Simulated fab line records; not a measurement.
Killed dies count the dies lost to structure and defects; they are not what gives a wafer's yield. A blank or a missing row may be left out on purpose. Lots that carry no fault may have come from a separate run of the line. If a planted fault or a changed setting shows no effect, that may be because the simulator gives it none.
Which tool was responsible? || flow sky130 || Sampling: 12 lots, 36 wafers, 5 of 708 route steps

== WHAT THE GAUGES SHOWED, per wafer ==
SKY_LI_CONTACT_BOW_MEAS_03.
{"lot": "L669", "measured": "day 29 09:19", "on": "film metro-02", "LI_CONTACT_BOW (um)": "58 60 58"}
{"lot": "L670", "measured": "day 29 12:44", "on": "film metro-02", "LI_CONTACT_BOW (um)": "48 53 54"}
{"lot": "L673", "measured": "day 30 08:52", "on": "film metro-02", "LI_CONTACT_BOW (um)": "62 49 50"}
{"lot": "L674", "measured": "day 30 20:43", "on": "film metro-03", "LI_CONTACT_BOW (um)": "62 53 64"}
{"lot": "L676", "measured": "day 31 11:21", "on": "film metro-03", "LI_CONTACT_BOW (um)": "57 55 45"}
{"lot": "L679", "measured": "day 32 14:08", "on": "film metro-03", "LI_CONTACT_BOW (um)": "58 46 53"}
{"lot": "L681", "measured": "day 33 10:38", "on": "film metro-02", "LI_CONTACT_BOW (um)": "55 54 69"}
{"lot": "L682", "measured": "day 33 17:06", "on": "film metro-01", "LI_CONTACT_BOW (um)": "72 47 64"}
{"lot": "L685", "measured": "day 34 07:33", "on": "film metro-03", "LI_CONTACT_BOW (um)": "53 61 58"}
{"lot": "L687", "measured": "day 34 23:52", "on": "film metro-02", "LI_CONTACT_BOW (um)": "55 56 45"}
{"lot": "L691", "measured": "day 35 18:54", "on": "film metro-02", "LI_CONTACT_BOW (um)": "62 65 58"}
{"lot": "L692", "measured": "day 36 04:15", "on": "film metro-02", "LI_CONTACT_BOW (um)": "47 61 60"}

SKY_LI_CONTACT_RS_MEAS_22: a four-point-probe measurement.
{"lot": "L669", "measured": "day 30 15:02", "on": "film metro-02", "LI_CONTACT_W_RS (ohm/sq)": "0.290 0.286 0.290"}
{"lot": "L670", "measured": "day 30 17:53", "on": "film metro-03", "LI_CONTACT_W_RS (ohm/sq)": "0.286 0.286 0.283"}
{"lot": "L673", "measured": "day 31 14:07", "on": "film metro-03", "LI_CONTACT_W_RS (ohm/sq)": "0.285 0.285 0.289"}
{"lot": "L674", "measured": "day 32 01:17", "on": "film metro-03", "LI_CONTACT_W_RS (ohm/sq)": "0.284 0.287 0.283"}
{"lot": "L676", "measured": "day 32 16:36", "on": "film metro-03", "LI_CONTACT_W_RS (ohm/sq)": "0.283 0.284 0.282"}
{"lot": "L679", "measured": "day 33 18:11", "on": "film metro-01", "LI_CONTACT_W_RS (ohm/sq)": "0.288 0.282 0.288"}
{"lot": "L681", "measured": "day 34 14:19", "on": "film metro-02", "LI_CONTACT_W_RS (ohm/sq)": "0.286 0.286 0.287"}
{"lot": "L682", "measured": "day 34 21:18", "on": "film metro-03", "LI_CONTACT_W_RS (ohm/sq)": "0.285 0.287 0.288"}
{"lot": "L685", "measured": "day 35 10:56", "on": "film metro-03", "LI_CONTACT_W_RS (ohm/sq)": "0.296 0.299 0.296"}
{"lot": "L687", "measured": "day 36 03:58", "on": "film metro-01", "LI_CONTACT_W_RS (ohm/sq)": "0.295 0.299 0.297"}
{"lot": "L691", "measured": "day 36 23:04", "on": "film metro-03", "LI_CONTACT_W_RS (ohm/sq)": "0.286 0.281 0.288"}
{"lot": "L692", "measured": "day 37 07:17", "on": "film metro-01", "LI_CONTACT_W_RS (ohm/sq)": "0.287 0.295 0.288"}

== WHICH TOOL RAN EACH LOT (tool, then ch and the chambers of the sampled wafers, then the start) ==
{"lot": "L669", "SKY_SD_N_RTA_14": "rtp anneal-01 ch 0, day 29 08:18", "SKY_LI_CONTACT_ETCH_14": "rie diel-02 ch 0,1,2, day 30 14:20", "SKY_LI_CONTACT_CVD_21": "cvd w-02 ch 0,1, day 30 14:53"}
{"lot": "L670", "SKY_SD_N_RTA_14": "rtp anneal-02 ch 0, day 29 11:43", "SKY_LI_CONTACT_ETCH_14": "rie diel-01 ch 0,1,3, day 30 17:10", "SKY_LI_CONTACT_CVD_21": "cvd w-02 ch 0,1, day 30 17:46"}
{"lot": "L673", "SKY_SD_N_RTA_14": "rtp anneal-01 ch 0, day 30 07:51", "SKY_LI_CONTACT_ETCH_14": "rie diel-01 ch 1,3, day 31 13:26", "SKY_LI_CONTACT_CVD_21": "cvd w-02 ch 0,1, day 31 14:00"}
{"lot": "L674", "SKY_SD_N_RTA_14": "rtp anneal-02 ch 0, day 30 19:39", "SKY_LI_CONTACT_ETCH_14": "rie diel-01 ch 1,2, day 32 00:34", "SKY_LI_CONTACT_CVD_21": "cvd w-01 ch 0,1, day 32 01:09"}
{"lot": "L676", "SKY_SD_N_RTA_14": "rtp anneal-02 ch 0, day 31 08:36", "SKY_LI_CONTACT_ETCH_14": "rie diel-01 ch 2,3, day 32 15:54", "SKY_LI_CONTACT_CVD_21": "cvd w-01 ch 0, day 32 16:29"}
{"lot": "L679", "SKY_SD_N_RTA_14": "rtp anneal-01 ch 0, day 32 13:07", "SKY_LI_CONTACT_ETCH_14": "rie diel-01 ch 0,1,2, day 33 17:29", "SKY_LI_CONTACT_CVD_21": "cvd w-01 ch 0,1, day 33 18:02"}
{"lot": "L681", "SKY_SD_N_RTA_14": "rtp anneal-01 ch 0, day 33 09:35", "SKY_LI_CONTACT_ETCH_14": "rie diel-01 ch 0,3, day 34 13:35", "SKY_LI_CONTACT_CVD_21": "cvd w-01 ch 0,1, day 34 14:11"}
{"lot": "L682", "SKY_SD_N_RTA_14": "rtp anneal-02 ch 0, day 33 16:05", "SKY_LI_CONTACT_ETCH_14": "rie diel-02 ch 0,1,2, day 34 20:29", "SKY_LI_CONTACT_CVD_21": "cvd w-01 ch 0, day 34 21:03"}
{"lot": "L685", "SKY_SD_N_RTA_14": "rtp anneal-01 ch 0, day 34 06:31", "SKY_LI_CONTACT_ETCH_14": "rie diel-03 ch 1,2,3, day 35 10:11", "SKY_LI_CONTACT_CVD_21": "cvd w-01 ch 0,1, day 35 10:49"}
{"lot": "L687", "SKY_SD_N_RTA_14": "rtp anneal-01 ch 0, day 34 22:51", "SKY_LI_CONTACT_ETCH_14": "rie diel-02 ch 2,3, day 36 03:16", "SKY_LI_CONTACT_CVD_21": "cvd w-01 ch 0,1, day 36 03:50"}
{"lot": "L691", "SKY_SD_N_RTA_14": "rtp anneal-02 ch 0, day 35 17:53", "SKY_LI_CONTACT_ETCH_14": "rie diel-03 ch 0,2, day 36 22:23", "SKY_LI_CONTACT_CVD_21": "cvd w-02 ch 0,1, day 36 22:56"}
{"lot": "L692", "SKY_SD_N_RTA_14": "rtp anneal-02 ch 0, day 36 03:14", "SKY_LI_CONTACT_ETCH_14": "rie diel-01 ch 0,1,2, day 37 06:35", "SKY_LI_CONTACT_CVD_21": "cvd w-02 ch 0,1, day 37 07:10"}
- SKY_SD_N_RTA_14: time 2 s.
- SKY_LI_CONTACT_ETCH_14: etches BARC in N2/H2, stops on SiO2, time 45.9 s, target depth 60 nm.
- SKY_LI_CONTACT_CVD_21: deposits W, target thk 400 nm, time 120.56 s.

== AS READ BY THE TOOLS THEMSELVES (means over the sampled wafers that have a number; for cases with no such wafer, the mark the record gives instead) ==
SKY_SD_N_RTA_14.
{"lot": "L669", "tool": "rtp anneal-01", "lamp power pct (%)": 15.73, "ramp down c per s": 90.017, "wafer_temp_C_max": 1079.1}
{"lot": "L670", "tool": "rtp anneal-02", "lamp power pct (%)": 15.72, "ramp down c per s": 90.013, "wafer_temp_C_max": 1078.6}
{"lot": "L673", "tool": "rtp anneal-01", "lamp power pct (%)": 15.72, "ramp down c per s": 89.989, "wafer_temp_C_max": 1078.5}
{"lot": "L674", "tool": "rtp anneal-02", "lamp power pct (%)": 15.77, "ramp down c per s": 90.001, "wafer_temp_C_max": 1078.3}
{"lot": "L676", "tool": "rtp anneal-02", "lamp power pct (%)": 15.73, "ramp down c per s": 89.978, "wafer_temp_C_max": 1076.4}
{"lot": "L679", "tool": "rtp anneal-01", "lamp power pct (%)": 15.72, "ramp down c per s": 89.993, "wafer_temp_C_max": 1078.8}
{"lot": "L681", "tool": "rtp anneal-01", "lamp power pct (%)": 15.75, "ramp down c per s": 90.016, "wafer_temp_C_max": 1078.2}
{"lot": "L682", "tool": "rtp anneal-02", "lamp power pct (%)": 15.74, "ramp down c per s": 90.025, "wafer_temp_C_max": 1077.3}
{"lot": "L685", "tool": "rtp anneal-01", "lamp power pct (%)": 15.71, "ramp down c per s": 90.003, "wafer_temp_C_max": 1078.5}
{"lot": "L687", "tool": "rtp anneal-01", "lamp power pct (%)": 15.75, "ramp down c per s": 89.996, "wafer_temp_C_max": 1079.3}
{"lot": "L691", "tool": "rtp anneal-02", "lamp power pct (%)": 15.75, "ramp down c per s": 89.990, "wafer_temp_C_max": 1078.3}
{"lot": "L692", "tool": "rtp anneal-02", "lamp power pct (%)": 15.64, "ramp down c per s": 90.003, "wafer_temp_C_max": 1078.2}

SKY_LI_CONTACT_ETCH_14.
{"lot": "L669", "tool": "rie diel-02", "drypump motor current A (A)": 5.7, "h2 flow sccm (sccm)": 200.0, "oes product au (a.u.)": 0.855, "throttle valve pct (%)": 13.222}
{"lot": "L670", "tool": "rie diel-01", "drypump motor current A (A)": 5.8, "h2 flow sccm (sccm)": 200.0, "oes product au (a.u.)": 0.857, "throttle valve pct (%)": 13.228}
{"lot": "L673", "tool": "rie diel-01", "drypump motor current A (A)": 5.8, "h2 flow sccm (sccm)": 200.1, "oes product au (a.u.)": 0.855, "throttle valve pct (%)": 13.221}
{"lot": "L674", "tool": "rie diel-01", "drypump motor current A (A)": 6.1, "h2 flow sccm (sccm)": 200.1, "oes product au (a.u.)": 0.852, "throttle valve pct (%)": 13.225}
{"lot": "L676", "tool": "rie diel-01", "drypump motor current A (A)": 5.6, "h2 flow sccm (sccm)": 200.2, "oes product au (a.u.)": 0.860, "throttle valve pct (%)": 13.231}
{"lot": "L679", "tool": "rie diel-01", "drypump motor current A (A)": 6.1, "h2 flow sccm (sccm)": 199.8, "oes product au (a.u.)": 0.851, "throttle valve pct (%)": 13.228}
{"lot": "L681", "tool": "rie diel-01", "drypump motor current A (A)": 5.7, "h2 flow sccm (sccm)": 200.3, "oes product au (a.u.)": 0.854, "throttle valve pct (%)": 13.234}
{"lot": "L682", "tool": "rie diel-02", "drypump motor current A (A)": 5.6, "h2 flow sccm (sccm)": 199.8, "oes product au (a.u.)": 0.854, "throttle valve pct (%)": 13.227}
{"lot": "L685", "tool": "rie diel-03", "drypump motor current A (A)": 5.8, "h2 flow sccm (sccm)": 199.8, "oes product au (a.u.)": 0.855, "throttle valve pct (%)": 13.214}
{"lot": "L687", "tool": "rie diel-02", "drypump motor current A (A)": 5.6, "h2 flow sccm (sccm)": 199.5, "oes product au (a.u.)": 0.850, "throttle valve pct (%)": 13.225}
{"lot": "L691", "tool": "rie diel-03", "drypump motor current A (A)": 5.9, "h2 flow sccm (sccm)": 200.1, "oes product au (a.u.)": 0.855, "throttle valve pct (%)": 13.218}
{"lot": "L692", "tool": "rie diel-01", "drypump motor current A (A)": 6.1, "h2 flow sccm (sccm)": 200.4, "oes product au (a.u.)": 0.859, "throttle valve pct (%)": 13.225}

SKY_LI_CONTACT_CVD_21.
{"lot": "L669", "tool": "cvd w-02", "heater power w (W)": 834, "susceptor temp C (C)": 400.26}
{"lot": "L670", "tool": "cvd w-02", "heater power w (W)": 803, "susceptor temp C (C)": 400.27}
{"lot": "L673", "tool": "cvd w-02", "heater power w (W)": 804, "susceptor temp C (C)": 399.95}
{"lot": "L674", "tool": "cvd w-01", "heater power w (W)": 800, "susceptor temp C (C)": 399.76}
{"lot": "L676", "tool": "cvd w-01", "heater power w (W)": 748, "susceptor temp C (C)": 400.21}
{"lot": "L679", "tool": "cvd w-01", "heater power w (W)": 846, "susceptor temp C (C)": 399.89}
{"lot": "L681", "tool": "cvd w-01", "heater power w (W)": 839, "susceptor temp C (C)": 400.00}
{"lot": "L682", "tool": "cvd w-01", "heater power w (W)": 752, "susceptor temp C (C)": 399.91}
{"lot": "L685", "tool": "cvd w-01", "heater power w (W)": 819, "susceptor temp C (C)": 398.08}
{"lot": "L687", "tool": "cvd w-01", "heater power w (W)": 832, "susceptor temp C (C)": 397.96}
{"lot": "L691", "tool": "cvd w-02", "heater power w (W)": 841, "susceptor temp C (C)": 399.76}
{"lot": "L692", "tool": "cvd w-02", "heater power w (W)": 823, "susceptor temp C (C)": 399.87}

== THE ANSWER, worked out from the rows above alone ==
Rule: usual is defined by the lots themselves. The widest of any qualifying gaps counts: lots, ordered by their means at a reading, are off when they make up no more than a third of the lots, leave a main group of 4 or more, and stand apart from it by 3 or more times the standard deviation of that group's means. A main group whose means are all the same, to the digits that the tables above print for the reading, isn't used. A lot without any number at a reading at which 4 lots or more have one is off too. Where the step has rows for the other lots, those lots are counted as sound. The gauges are gone through in route order, then the tools' own readings, and for those a lot's mean is taken as printed above. The first step at which some lot is off is used, and at that step the reading that is off furthest; a lot without a number counts as furthest.
Off: at SKY_LI_CONTACT_RS_MEAS_22 (LI_CONTACT_W_RS), L685, L687. The main group: mean 0.286 ohm/sq, standard deviation 0.0019.
If a tool, at a process step before that reading, ran all the lots that are off and no sound lot after the first of them, it fits. The gauges at SKY_LI_CONTACT_RS_MEAS_22 aren't tried: what is off there is off at SKY_LI_CONTACT_CVD_21 too, on other tools, and a gauge's error can't cause that. This does not decide it: 2 tools fit, namely rtp anneal-01 at SKY_SD_N_RTA_14 and cvd w-01 at SKY_LI_CONTACT_CVD_21.

== WHAT THE SIMULATOR PUT IN ==
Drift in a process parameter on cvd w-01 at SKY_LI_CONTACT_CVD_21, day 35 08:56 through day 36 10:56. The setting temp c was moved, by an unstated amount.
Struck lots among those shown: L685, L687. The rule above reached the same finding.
